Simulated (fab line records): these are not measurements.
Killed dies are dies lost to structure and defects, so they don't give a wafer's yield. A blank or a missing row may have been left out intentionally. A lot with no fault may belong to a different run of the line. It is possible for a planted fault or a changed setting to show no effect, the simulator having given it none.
fab line records	flow sky130
[record] lots = 6	wafers = 18	last_day = 50
route steps=708 shown VIA2@521 METAL3@532 PAD_OPEN@708
lots that met no fault: taken from a fault-free run of the same line
start_h: start of the lot's first displayed wafer, in hours after the record's first day	wait_h: hours since the lot's step before	" the same as in the row above	L1.1+2: one row covering several wafers at once	- no value, or no start was given	* or withheld: withheld	< > ~ a bound
route shown NAME@n: a module of which the file shows steps, and the number in the route of the first	usual: the fault-free wafers' mean and standard deviation	same: alike in all rows	chamber/n: place in a boat	sites: per-site readings	_std_site: their standard deviation	_edge_site: outer sites' mean less inner sites'	radius_mm: for every site, how far away it sits from the centre of the wafer	mask NAME#n: copy n	behind: the tool/chamber that last shaped the wafer	hold: cause of the lot's hold/its duration in hours/its outcome	device: the n, p or np transistor that did not switch	end of line: tests of these same wafers at the route's end	step lacking rows: just its recipe	killed: at the first sort, the dies lost to defects and structure; wafer yield is something else	map: a wafer's dies, marking killed ones x, the rest . and places with no die _
set.NAME: setting as actually run; set.NAME@STEP: the setting as run at that earlier step	model.NAME: the simulator's own value behind a step, which no gauge read
lots seen at some steps along the route; tables by step, rows by wafer
services: a tool's chamber out of use, with start hour (start_h, from the record's first day; less than 0 if before it), hours out, and reason
[[steps]]
[step SKY_VIA2_ETCH_14]
[recipe] chemistry = N2/H2	target = BARC	ion_energy_ev = 200	source_w = 500	bias_w = 100	pressure_mtorr = 30	n2_flow_sccm = 100	h2_flow_sccm = 200	stop_on = SiO2	time_s = 45.9	target_depth_a = 600
[step SKY_VIA2_ETCH_15]
[recipe] target = SiO2	chemistry = C4F8/O2/Ar	target_depth_nm = 546	stop_on = TiN	mask_material = KrF-thick	source_w = 1500	bias_w = 1200	pressure_mtorr = 40	c4f8_flow_sccm = withheld	O2_flow_sccm = 6	Ar_flow_sccm = 300	time_s = 84
[usual] oes_product_au = 0.939/0.0049
lot.wafer	tool	chamber	start_h	wait_h	oes_product_au	rf_hours_counter_h
L908.2	rie_diel-01	2	871.47	0.0	0.946	7
L908.4	"	1	"	"	0.940	12
L908.6	"	1	"	"	0.935	-
L909.1	rie_diel-01	2	876.03	0.0	0.939	7
L909.3	"	0	"	"	0.938	0
L909.6	"	2	"	"	0.935	-
L913.1	rie_diel-01	1	913.97	0.0	0.939	13
L913.2	"	0	"	"	0.933	1
L913.5	"	0	"	"	0.939	-
L916.1	rie_diel-01	0	930.77	0.0	0.935	2
L916.5	"	2	"	"	0.925	-
L916.6	"	1	"	"	0.942	-
L926.1	rie_diel-03	2	1001.08	0.0	0.939	8
L926.2	"	3	"	"	0.939	7
L926.3	"	1	"	"	0.937	18
L927.2	rie_diel-04	1	1006.67	0.0	0.940	5
L927.3	"	0	"	"	0.936	11
L927.5	"	1	"	"	0.941	-
[step SKY_VIA2_STRIP_16]
[recipe] chemistry = O2/N2	power_w = 1400	pressure_mtorr = 1500	platen_temp_c = withheld	o2_flow_sccm = 3000	n2_flow_sccm = 300	overash_fraction = 0.5
[usual] drypump_motor_current_A = 6.0/0.49	o2_flow_sccm = 3001/9.4	oes_product_au = 0.398/0.0049	strip_time_to_endpoint_s = 4.051/0.024
lot.wafer	tool	chamber	start_h	wait_h	drypump_motor_current_A	o2_flow_sccm	oes_product_au	rf_hours_counter_h	strip_time_to_endpoint_s
L908.2	plasma_asher-02	1	871.53	0.0	5.4	2996	0.396	13	4.081
L908.4	"	1	"	"	5.4	2995	0.393	-	4.071
L908.6	"	0	"	"	5.6	2995	0.397	-	4.118
L909.1	plasma_asher-02	0	876.09	0.0	5.6	3005	0.392	13	4.060
L909.3	"	0	"	"	5.6	2984	0.402	-	4.089
L909.6	"	1	"	"	5.4	3009	0.408	-	4.074
L913.1	plasma_asher-03	1	914.03	0.0	5.9	3006	0.385	75	4.024
L913.2	"	0	"	"	6.7	3003	0.396	75	4.036
L913.5	"	0	"	"	6.7	2997	0.394	-	4.040
L916.1	plasma_asher-03	0	930.83	0.0	6.7	3014	0.407	77	4.023
L916.5	"	0	"	"	6.7	3001	0.392	-	4.021
L916.6	"	1	"	"	5.9	3003	0.402	-	4.057
L926.1	plasma_asher-03	1	1001.14	0.0	5.9	2987	0.396	84	4.032
L926.2	"	0	"	"	6.7	3006	0.399	84	4.091
L926.3	"	1	"	"	5.9	2999	0.391	-	4.043
L927.2	plasma_asher-03	1	1006.73	0.0	5.9	2996	0.395	85	4.047
L927.3	"	1	"	"	5.9	2988	0.404	-	4.102
L927.5	"	1	"	"	5.9	3006	0.399	-	4.041
[step SKY_VIA2_STRIP_17]
[recipe] chemistry = post_etch_residue_remover	time_s = 1200	temp_c = 72.5
[step SKY_VIA2_CLEAN_18]
[recipe] chemistry = IPA	time_s = 180	temp_c = 25
[step SKY_VIA2_CLEAN_19]
[recipe] chemistry = O3/DIW	dry = n2_spin
[step SKY_VIA2_SPUTTER_20]
[recipe] material = TiN	target_thk_nm = 20	chamber_pressure_pa = 5	power_w = 4000	time_s = 80
[step SKY_VIA2_CVD_21]
[recipe] material = W	target_thk_nm = 420	time_s = 126.4	temp_c = 400	pressure_torr = 40
[step SKY_VIA2_RS_MEAS_22]
[recipe] thk_meas_gauge = four-point-probe	reads = W_of_VIA2_CVD_21+TiN_of_VIA2_SPUTTER_20
[usual] VIA2_W_RS = 0.275/0.0033
lot.wafer	tool	chamber	start_h	wait_h	VIA2_W_RS[ohm/sq]
L908.2	film_metro-01	-	872.35	0.1	0.274
L908.4	"	-	"	"	0.278
L908.6	"	-	"	"	0.274
L909.1	film_metro-02	-	876.91	0.1	0.271
L909.3	"	-	"	"	0.274
L909.6	"	-	"	"	0.269
L913.1	film_metro-02	-	914.82	0.1	0.281
L913.2	"	-	"	"	0.273
L913.5	"	-	"	"	0.278
L916.1	film_metro-01	-	931.63	0.1	0.278
L916.5	"	-	"	"	0.279
L916.6	"	-	"	"	0.274
L926.1	film_metro-04	-	1001.93	0.1	0.273
L926.2	"	-	"	"	0.271
L926.3	"	-	"	"	0.269
L927.2	film_metro-04	-	1007.54	0.1	0.280
L927.3	"	-	"	"	0.277
L927.5	"	-	"	"	0.278
[step SKY_VIA2_THK_MEAS_23]
[recipe] thk_meas_gauge = xrf	reads = W_of_VIA2_CVD_21
[usual] VIA2_W_THK = 416/7
lot.wafer	tool	chamber	start_h	wait_h	VIA2_W_THK[nm]
L908.2	film_metro-01	-	872.46	0.1	416
L908.4	"	-	"	"	410
L908.6	"	-	"	"	415
L909.1	film_metro-02	-	877.03	0.1	427
L909.3	"	-	"	"	421
L909.6	"	-	"	"	428
L913.1	film_metro-02	-	914.94	0.1	410
L913.2	"	-	"	"	421
L913.5	"	-	"	"	415
L916.1	film_metro-01	-	931.75	0.1	405
L916.5	"	-	"	"	402
L916.6	"	-	"	"	409
L926.1	film_metro-04	-	1002.05	0.1	417
L926.2	"	-	"	"	422
L926.3	"	-	"	"	422
L927.2	film_metro-04	-	1007.65	0.1	407
L927.3	"	-	"	"	409
L927.5	"	-	"	"	409
[step SKY_VIA2_CMP_24]
[recipe] stop_on = SiO2	t_overpolish_s = 20	down_force_psi = 3.5	platen_rpm = 60	target_thk_nm = 0	pad_velocity_m_s = 0.94248
[usual] edge_zone_pressure_frac = 1.001/0.0049	motor_current_A = 11.5/0.99	overpolish_run_s = 20.000/0.0081	time_to_endpoint_s = 100/4
lot.wafer	tool	chamber	start_h	wait_h	edge_zone_pressure_frac	motor_current_A	overpolish_run_s	time_to_endpoint_s
L908.2	cmp-02	0	872.51	0.0	1.005	9.9	20.019	103
L908.4	"	2	"	"	0.999	13.1	20.012	104
L908.6	"	1	"	"	0.999	11.3	20.006	106
L909.3	cmp-02	2	877.09	0.0	1.002	13.4	19.998	108
L909.1	"	3	"	"	1.000	12.0	19.987	99
L909.6	"	3	"	"	0.998	12.5	20.005	98
L913.1	cmp-01	0	915.00	0.1	1.003	11.7	20.001	95
L913.2	"	1	"	"	0.996	11.8	19.992	99
L913.5	"	0	"	"	0.995	12.3	20.008	94
L916.1	cmp-02	3	931.96	0.2	1.000	12.5	20.008	99
L916.5	"	0	"	"	0.995	10.2	20.009	99
L916.6	"	1	"	"	0.996	10.3	20.015	108
L926.1	cmp-02	2	1002.16	0.1	1.000	13.0	19.999	106
L926.2	"	3	"	"	1.002	11.8	19.994	104
L926.3	"	0	"	"	1.009	10.2	19.997	104
L927.3	cmp-01	2	1007.76	0.1	0.992	11.2	20.003	101
L927.2	"	0	"	"	1.000	12.5	19.987	100
L927.5	"	1	"	"	0.998	12.2	20.007	99
[step SKY_METAL3_SPUTTER_00]
[recipe] material = Ti	target_thk_nm = 15	power_w = 3000	time_s = 10	chamber_pressure_pa = 0.4
[usual] cathode_dc_power_W = 3000.0/0.55	throttle_valve_pct = 30.0/0.96
lot.wafer	tool	chamber	start_h	wait_h	cathode_dc_power_W	throttle_valve_pct
L908.2	pvd_sputter-02	-	872.81	0.2	3000.0	31.3
L908.4	"	-	"	"	3000.6	29.0
L908.6	"	-	"	"	2999.5	31.5
L909.1	pvd_sputter-02	-	877.39	0.2	3000.4	30.9
L909.3	"	-	"	"	2999.9	31.5
L909.6	"	-	"	"	3000.1	31.6
L913.1	pvd_sputter-02	-	915.30	0.2	2999.5	28.9
L913.2	"	-	"	"	3001.0	30.6
L913.5	"	-	"	"	3000.0	30.0
L916.1	pvd_sputter-02	-	932.11	0.1	3000.5	29.1
L916.5	"	-	"	"	3000.6	30.7
L916.6	"	-	"	"	2999.2	30.3
L926.1	pvd_sputter-03	-	1002.41	0.2	3000.6	30.0
L926.2	"	-	"	"	2999.6	30.3
L926.3	"	-	"	"	2999.7	28.7
L927.2	pvd_sputter-02	-	1008.01	0.1	2999.6	29.1
L927.3	"	-	"	"	3000.3	31.7
L927.5	"	-	"	"	2999.6	29.0
[step SKY_METAL3_SPUTTER_01]
[recipe] material = TiN	target_thk_nm = 20	power_w = 6500	time_s = 16.7	chamber_pressure_pa = 0.4
[usual] cathode_dc_power_W = 6499.9/1.3	throttle_valve_pct = 30.1/1
lot.wafer	tool	chamber	start_h	wait_h	cathode_dc_power_W	throttle_valve_pct	model.TiN_of_METAL3_SPUTTER_01.thk_nm
L908.2	pvd_sputter-02	-	872.83	0.0	6502.6	31.5	19.75
L908.4	"	-	"	"	6499.3	29.1	19.85
L908.6	"	-	"	"	6498.0	31.4	19.64
L909.1	pvd_sputter-02	-	877.42	0.0	6500.0	30.7	20.23
L909.3	"	-	"	"	6498.6	31.7	19.94
L909.6	"	-	"	"	6501.0	31.6	19.99
L913.1	pvd_sputter-02	-	915.33	0.0	6501.7	29.1	19.72
L913.2	"	-	"	"	6500.0	30.9	19.72
L913.5	"	-	"	"	6975.0	30.2	21.22
L916.1	pvd_sputter-02	-	932.13	0.0	6498.9	29.1	19.92
L916.5	"	-	"	"	6499.0	30.6	19.95
L916.6	"	-	"	"	6971.5	30.0	21.49
L926.1	pvd_sputter-03	-	1002.44	0.0	6497.8	30.0	20.82
L926.2	"	-	"	"	6498.9	30.3	20.69
L926.3	"	-	"	"	6501.2	28.5	20.55
L927.2	pvd_sputter-02	-	1008.03	0.0	6500.1	29.0	19.86
L927.3	"	-	"	"	6500.2	31.5	19.73
L927.5	"	-	"	"	6499.6	28.8	19.86
[step SKY_METAL3_SPUTTER_02]
[recipe] material = AlCu	target_thk_nm = 735	power_w = 10600	time_s = 39.1	chamber_pressure_pa = 0.4
[usual] cathode_dc_power_W = 10600/1.8	throttle_valve_pct = 30.1/0.97
lot.wafer	tool	chamber	start_h	wait_h	cathode_dc_power_W	throttle_valve_pct
L908.2	pvd_sputter-02	-	872.86	0.0	10602	31.3
L908.4	"	-	"	"	10599	29.1
L908.6	"	-	"	"	10603	31.7
L909.1	pvd_sputter-02	-	877.44	0.0	10599	30.8
L909.3	"	-	"	"	10600	31.5
L909.6	"	-	"	"	10600	31.5
L913.1	pvd_sputter-02	-	915.36	0.0	10600	29.1
L913.2	"	-	"	"	10601	30.9
L913.5	"	-	"	"	10595	30.2
L916.1	pvd_sputter-02	-	932.16	0.0	10600	28.8
L916.5	"	-	"	"	10601	30.7
L916.6	"	-	"	"	10600	30.4
L926.1	pvd_sputter-03	-	1002.46	0.0	10599	30.1
L926.2	"	-	"	"	10601	30.0
L926.3	"	-	"	"	10600	28.7
L927.2	pvd_sputter-02	-	1008.06	0.0	10600	29.2
L927.3	"	-	"	"	10598	31.5
L927.5	"	-	"	"	10603	29.2
[step SKY_PAD_OPEN_PROBE_99]
[usual] defect_limited_yield = 82.8/2	killed_at_M0_to_M3 = 42/7.3	killed_at_M4_up = 3.2/1.8	killed_at_contacts = 25/5.2	killed_at_front_end = 15/4.6	killed_at_other = 0.3/0.62	killed_dies = 85/9.9	killed_open = 46/7.1	killed_short = 38/5.7	sort_bin_3_pad_short = 0.9/0.42	sort_bin_5_function = 10.0/1.5	sort_bin_6_memory = 6.3/1.2	sort_n_pass = 407/9.9	sort_yield_pct = 82.8/2
[same] gross_dies = 492	killed_at_back_side = 0	sort_bin_4_leakage[%] = 0	sort_bin_8_speed[%] = 0
lot.wafer	tool	chamber	start_h	wait_h	defect_limited_yield[%]	killed_at_M0_to_M3	killed_at_M4_up	killed_at_contacts	killed_at_front_end	killed_at_other	killed_dies	killed_open	killed_short	sort_bin_3_pad_short[%]	sort_bin_5_function[%]	sort_bin_6_memory[%]	sort_n_pass	sort_yield_pct[%]
L913.1	prober-02	-	1129.08	0.1	84.8	28	1	21	24	1	75	38	37	1.2	9.1	4.9	417	84.8
L913.2	prober-02	-	1129.13	0.1	83.9	38	2	20	19	0	79	40	39	0.6	9.6	5.9	413	83.9
L913.5	prober-02	-	1129.28	0.2	85.6	43	3	14	11	0	71	41	30	1.8	8.1	4.5	421	85.6
// killed by level:class
L913.1 FIELD_ISO:geometric_particle:open=7 CONTACT:geometric_particle:open=6 VIA1:geometric_particle:open=6 FIELD_ISO:geometric_particle:short=4 POLY_GATE:geometric_particle:short=4 METAL1:geometric_particle:open=4 LI_CONTACT:geometric_particle:open=4 METAL1:geometric_particle:short=4
L913.2 FIELD_ISO:geometric_particle:open=9 CONTACT:geometric_particle:open=7 METAL1:geometric_particle:short=7 VIA3:geometric_particle:open=6 LI_CONTACT:geometric_particle:open=5 FIELD_ISO:geometric_particle:short=5 CONTACT:geometric_particle:short=5 VIA1:geometric_particle:open=5
L913.5 VIA1:geometric_particle:open=10 VIA3:geometric_particle:open=7 CONTACT:geometric_particle:open=6 METAL1:geometric_particle:short=6 VIA1:geometric_particle:short=6 VIA2:geometric_particle:open=6 POLY_GATE:geometric_particle:open=4 VIA3:geometric_particle:short=3
[[services]]
tool	chamber	start_h	hours	kind
rie_diel-04	3	854.77	7.2	repair
cmp-02	-	858.63	2.8	repair
rie_diel-03	-	867.89	2.8	pm
rie_diel-03	3	879.13	7.8	repair
cmp-02	-	879.40	0.7	repair
pvd_sputter-02	-	880.44	0.7	repair
rie_diel-03	2	881.40	19.5	repair
cmp-02	-	885.99	1.0	repair
rie_diel-01	3	898.44	33.1	repair
rie_diel-04	-	905.35	0.6	repair
cmp-02	-	912.29	4.0	pm
rie_diel-03	1	927.38	10.7	repair
rie_diel-01	2	936.08	7.8	repair
rie_diel-04	-	936.89	0.9	repair
cmp-01	-	938.14	0.5	repair
cmp-02	-	957.93	1.7	repair
cmp-02	-	958.45	1.7	repair
rie_diel-01	2	966.85	1.8	repair
pvd_sputter-03	-	967.12	17.7	repair
cmp-01	-	972.55	0.3	repair
rie_diel-03	-	979.83	14.6	pm
cmp-02	-	982.22	1.4	repair
cmp-01	-	982.47	0.2	repair
cmp-02	-	985.74	4.4	pm
[[key]]
[first_sign] step = SKY_METAL3_SPUTTER_01	reading = cathode_dc_power_W	direction = up	sigmas = 99+	usual = 6499.9	struck = 6973.3
effect none on later readings
[model_effect] step = SKY_METAL3_SPUTTER_01	value = TiN_of_METAL3_SPUTTER_01.thk_nm	without = 19.89	struck = 21.35
met_at SKY_METAL3_SPUTTER_01
struck_wafers L913.5,L916.6
[fault] kind = process_parameter_drift	tool = pvd_sputter-02	chamber = -	onset_h = 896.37	steps = SKY_METAL3_SPUTTER_01	channel = power_w	offset = *	shape = step	end_h = 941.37	acts_in = *	stated = *	scope = struck_wafers_only
